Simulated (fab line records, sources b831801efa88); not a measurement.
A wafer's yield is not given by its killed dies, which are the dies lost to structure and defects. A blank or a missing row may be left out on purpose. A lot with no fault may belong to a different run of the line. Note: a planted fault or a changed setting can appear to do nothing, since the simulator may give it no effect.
fab line records	flow sky130
record: lots: 7	wafers: 21	last-day: 50
route steps=708 shown DNWELL@39 PWDE@45 NWELL@56
lots untouched by any fault: they come from a run of this same line in which no faults occurred
start-h: the number of hours between the record's first day and the start of the first shown wafer of the lot	wait-h: hours from the lot's prior step to this one	" as in the row above	L1.1+2: a row that stands for several wafers	- value missing, or start not given	* or withheld: withheld	< > ~ a bound
route shown NAME@n: a module of which the file shows steps, and the number in the route of the first	usual: mean/standard deviation taken from wafers without a fault	same: alike in all rows	chamber/n: place in a boat	sites: each site's reading	_std_site: the values' standard deviation	_edge_site: inner sites' mean taken away from outer sites' mean	radius-mm: for every site, how far away it sits from the centre of the wafer	mask NAME#n: copy n	behind: tool/chamber where the wafer was last shaped	hold: cause of the lot's hold/its duration in hours/its outcome	device: whichever transistor did not switch (one of n, p or np)	end of line: at the end of the route, the tests of the same wafers	a step without rows: its recipe alone	killed: dies lost to structure and defects at the first sort, not the wafer's yield	map: a wafer's dies, marking killed ones x, the rest . and places with no die _
set.NAME: the setting that was run; set.NAME@STEP: the one run at that earlier step	model.NAME: the simulator's own value behind a step, which no gauge read
lots at selected steps of the route; one table per step, one row per wafer
services: a tool's chamber out of use, with start hour (start-h, from the record's first day; less than 0 if before it), hours out, and reason
== steps ==
step: SKY_DNWELL_EXPOSE_04
recipe: mask-id: DNM	na: 0.57	target-cd-nm: 3000	dose-mj: 222
step: SKY_DNWELL_PEB_05
recipe: temp-c: 115	time-s: withheld
step: SKY_DNWELL_DEVELOP_06
recipe: wall-angle-deg: 90	developer: TMAH	develop-time-s: 60	dev-temp-c: 23
step: SKY_DNWELL_IMPLANT_07
recipe: species: P	energy-kev: withheld	dose-cm2: withheld	tilt-deg: withheld
step: SKY_DNWELL_STRIP_08
recipe: chemistry: O2/N2	power-w: 1400	pressure-mtorr: 1500	platen-temp-c: withheld	o2-flow-sccm: 3000	n2-flow-sccm: 300	overash-fraction: 0.5
usual: drypump-motor-current-A: 5.5/0.59	n2-flow-sccm: 299.8/0.78	o2-flow-sccm: 3001/8.5	oes-product-au: 0.722/0.0047	strip-time-to-endpoint-s: 36.94/0.1
lot.wafer	tool	chamber	start-h	wait-h	drypump-motor-current-A	n2-flow-sccm	o2-flow-sccm	oes-product-au	rf-hours-counter-h	strip-time-to-endpoint-s
L489.1	plasma-asher-03	1	68.12	0.1	6.0	298.9	2999	0.729	39	37.04
L489.3	"	1	"	"	6.0	300.4	2996	0.719	-	37.00
L489.4	"	0	"	"	4.9	299.5	2997	0.729	-	36.93
L493.1	plasma-asher-03	1	96.07	0.1	6.0	298.9	3002	0.724	42	36.93
L493.2	"	0	"	"	4.9	299.7	3013	0.724	42	36.98
L493.3	"	1	"	"	6.0	299.3	3002	0.715	-	36.92
L500.1	plasma-asher-01	1	133.06	0.1	6.3	300.3	2983	0.724	1	36.86
L500.2	"	0	"	"	4.7	301.0	2997	0.726	1	36.80
L500.6	"	0	"	"	4.7	299.8	2994	0.729	-	36.86
L501.2	plasma-asher-02	0	138.77	0.1	5.7	300.8	3007	0.722	47	36.98
L501.4	"	0	"	"	5.7	302.3	3008	0.728	-	36.99
L501.6	"	0	"	"	5.7	300.8	3009	0.721	-	37.00
L506.1	plasma-asher-03	1	162.81	0.1	6.0	300.0	3009	0.726	48	37.07
L506.2	"	0	"	"	4.9	301.5	2992	0.718	48	36.95
L506.6	"	1	"	"	5.9	300.5	3008	0.729	-	37.06
L507.1	plasma-asher-03	1	165.51	0.1	6.0	299.3	3017	0.724	48	37.05
L507.3	"	0	"	"	4.9	298.5	3010	0.723	-	37.12
L507.5	"	1	"	"	5.9	299.3	2997	0.731	-	37.00
L508.2	plasma-asher-01	1	174.16	0.1	6.3	300.1	2995	0.719	6	37.02
L508.3	"	0	"	"	4.7	299.1	3003	0.722	-	36.97
L508.5	"	0	"	"	4.7	301.0	2997	0.722	-	36.90
step: SKY_DNWELL_TW_MEAS_09
usual: DNWELL_TW: 1116/8.1
lot.wafer	tool	chamber	start-h	wait-h	DNWELL_TW
L489.1	film-metro-02	-	68.22	0.1	1123
L489.3	"	-	"	"	1125
L489.4	"	-	"	"	1121
L493.1	film-metro-02	-	96.17	0.1	1117
L493.2	"	-	"	"	1123
L493.3	"	-	"	"	1122
L500.1	film-metro-02	-	133.16	0.1	1122
L500.2	"	-	"	"	1125
L500.6	"	-	"	"	1118
L501.2	film-metro-01	-	138.88	0.1	1109
L501.4	"	-	"	"	1109
L501.6	"	-	"	"	1113
L506.1	film-metro-01	-	162.91	0.1	1121
L506.2	"	-	"	"	1120
L506.6	"	-	"	"	1120
L507.1	film-metro-01	-	165.61	0.1	1126
L507.3	"	-	"	"	1119
L507.5	"	-	"	"	1121
L508.2	film-metro-02	-	174.27	0.1	1119
L508.3	"	-	"	"	1116
L508.5	"	-	"	"	1113
step: SKY_PWDE_DEHYDRATE_00
recipe: temp-c: 200	time-s: 60
step: SKY_PWDE_HMDS_01
recipe: prime-time-s: 60	prime-temp-c: 120
step: SKY_PWDE_COAT_02
recipe: spin-rpm: 2000	resist-thk-nm: 3000
step: SKY_PWDE_SOFTBAKE_03
recipe: temp-c: 110	time-s: withheld
step: SKY_PWDE_EXPOSE_04
recipe: mask-id: PWDEM	na: 0.6	source-shape: conventional	sigma-outer: 0.6	polarization: unpolarized	target-cd-nm: 840	dose-mj: 214
step: SKY_PWDE_PEB_05
recipe: temp-c: 115	time-s: withheld
step: SKY_PWDE_DEVELOP_06
recipe: wall-angle-deg: 90	developer: TMAH	develop-time-s: 60	dev-temp-c: 23
lot.wafer	tool	chamber	start-h	wait-h
L489.1+3+4	litho-track-04	0	83	-
L493.1+2+3	litho-track-02	0	113	-
L500.1+2+6	litho-track-02	0	152	-
L501.2+4+6	litho-track-01	0	157	-
L506.1+2+6	litho-track-02	0	182	-
L507.1+3+5	litho-track-04	0	185	-
L508.2+3+5	litho-track-02	0	195	-
step: SKY_PWDE_OVL_MEAS_07
usual: PWDE_OVL: 0.5/1.3
lot.wafer	tool	chamber	start-h	wait-h	PWDE_OVL[nm]
L489.1	overlay-02	-	83.86	-	0.2
L489.3	"	-	"	"	-0.1
L489.4	"	-	"	"	-0.3
L493.1	overlay-02	-	113.92	-	0.0
L493.2	"	-	"	"	-0.4
L493.3	"	-	"	"	1.0
L500.1	overlay-02	-	152.57	-	2.0
L500.2	"	-	"	"	1.1
L500.6	"	-	"	"	-
L501.2	overlay-02	-	158.02	-	-2.5
L501.4	"	-	"	"	-1.3
L501.6	"	-	"	"	-2.2
L506.1	overlay-01	-	182.52	-	2.7
L506.2	"	-	"	"	1.7
L506.6	"	-	"	"	-
L507.1	overlay-02	-	186.06	-	2.4
L507.3	"	-	"	"	2.5
L507.5	"	-	"	"	1.9
L508.2	overlay-01	-	195.43	-	0.1
L508.3	"	-	"	"	-
L508.5	"	-	"	"	-1.5
step: SKY_PWDE_IMPLANT_08
recipe: species: B	energy-kev: 150	dose-cm2: 3.6e+12	tilt-deg: withheld
step: SKY_PWDE_STRIP_09
recipe: chemistry: O2/N2	power-w: 1400	pressure-mtorr: 1500	platen-temp-c: withheld	o2-flow-sccm: 3000	n2-flow-sccm: 300	overash-fraction: 0.5
usual: drypump-motor-current-A: 6.1/0.71	n2-flow-sccm: 300.1/0.99	o2-flow-sccm: 3001/9.1	oes-product-au: 0.723/0.0047	strip-time-to-endpoint-s: 36.95/0.085
lot.wafer	tool	chamber	start-h	wait-h	drypump-motor-current-A	n2-flow-sccm	o2-flow-sccm	oes-product-au	rf-hours-counter-h	strip-time-to-endpoint-s
L489.1	plasma-asher-04	0	84.05	0.1	6.6	301.1	3008	0.722	26	36.91
L489.3	"	1	"	"	6.6	299.3	2994	0.722	-	36.94
L489.4	"	0	"	"	6.6	301.3	2995	0.735	-	36.83
L493.1	plasma-asher-04	1	114.14	0.2	6.6	299.0	3000	0.727	30	36.79
L493.2	"	0	"	"	6.6	299.6	2988	0.714	30	36.87
L493.3	"	0	"	"	6.6	301.0	2996	0.728	-	36.95
L500.1	plasma-asher-04	0	152.76	0.1	6.6	300.4	3010	0.724	34	36.99
L500.2	"	1	"	"	6.7	300.1	3017	0.724	34	36.92
L500.6	"	0	"	"	6.6	301.2	3007	0.724	-	36.92
L501.2	plasma-asher-03	0	158.20	0.1	4.9	301.3	2991	0.721	47	36.87
L501.4	"	1	"	"	6.0	300.2	3005	0.721	-	36.83
L501.6	"	0	"	"	4.9	297.7	2985	0.719	-	36.98
L506.1	plasma-asher-04	0	182.71	0.1	6.6	300.3	2999	0.719	36	36.95
L506.2	"	1	"	"	6.7	299.3	3015	0.717	36	36.98
L506.6	"	1	"	"	6.7	299.2	3016	0.728	-	37.00
L507.1	plasma-asher-04	1	186.24	0.1	6.7	299.0	3003	0.720	36	36.84
L507.3	"	1	"	"	6.7	300.0	2991	0.719	-	36.95
L507.5	"	0	"	"	6.6	299.2	3010	0.716	-	36.97
L508.2	plasma-asher-03	0	195.61	0.1	4.9	298.6	2989	0.721	51	36.96
L508.3	"	1	"	"	6.0	299.2	2995	0.724	-	37.05
L508.5	"	1	"	"	6.0	299.1	3004	0.723	-	37.02
step: SKY_PWDE_TW_MEAS_10
usual: PWDE_TW: 374.7/3
lot.wafer	tool	chamber	start-h	wait-h	PWDE_TW
L489.1	film-metro-01	-	84.15	0.1	368.6
L489.3	"	-	"	"	368.8
L489.4	"	-	"	"	368.4
L493.1	film-metro-04	-	114.24	0.1	378.8
L493.2	"	-	"	"	375.2
L493.3	"	-	"	"	377.3
L500.1	film-metro-01	-	152.86	0.1	373.5
L500.2	"	-	"	"	372.7
L500.6	"	-	"	"	30.2
L501.2	film-metro-02	-	158.31	0.1	372.0
L501.4	"	-	"	"	375.9
L501.6	"	-	"	"	375.5
L506.1	film-metro-04	-	182.81	0.1	379.1
L506.2	"	-	"	"	377.1
L506.6	"	-	"	"	30.2
L507.1	film-metro-01	-	186.34	0.1	374.4
L507.3	"	-	"	"	373.8
L507.5	"	-	"	"	374.7
L508.2	film-metro-02	-	195.72	0.1	373.1
L508.3	"	-	"	"	30.0
L508.5	"	-	"	"	375.9
step: SKY_NWELL_DEHYDRATE_03
recipe: temp-c: 200	time-s: 60
== services ==
tool	chamber	start-h	hours	kind
plasma-asher-03	-	105.39	0.7	repair
plasma-asher-01	-	108.75	9.0	pm
plasma-asher-01	0	108.75	9.0	vent-cycle
plasma-asher-01	1	108.75	9.0	vent-cycle
plasma-asher-03	-	111.68	6.3	repair
plasma-asher-01	0	117.75	-	clean
plasma-asher-01	1	117.75	-	clean
plasma-asher-03	-	118.01	2.8	pm
plasma-asher-03	-	139.97	1.3	repair
plasma-asher-04	-	154.96	2.6	repair
== key ==
first-sign: step: SKY_PWDE_OVL_MEAS_07	reading: PWDE_OVL	direction: missing
effect: step: SKY_PWDE_TW_MEAS_10	reading: PWDE_TW	direction: down	sigmas: 99+	usual: 374.7	struck: 30.1
met-at SKY_PWDE_DEVELOP_06
struck-wafers L500.6,L506.6,L508.3
sort-left-out L500.6,L506.6,L508.3
tester-left-out L500,L506,L508
fault: kind: process-parameter-drift	tool: litho-track-02	chamber: -	onset-h: 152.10	steps: SKY_PWDE_DEVELOP_06	channel: develop-time-s	offset: *	shape: step	end-h: 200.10	scope: struck-wafers-only	acts-in: *	stated: *
tester-left-out: of these lots the tester's yield and bins aren't shown, on N5 and GAA mostly nor the transistor test; their killed dies are dies lost to structure and defects alone, not to doping, threshold or leakage, so they don't give the yield
sort-left-out: the simulated sort isn't trusted on such a fault, so these wafers' sort isn't shown, and their yield isn't known
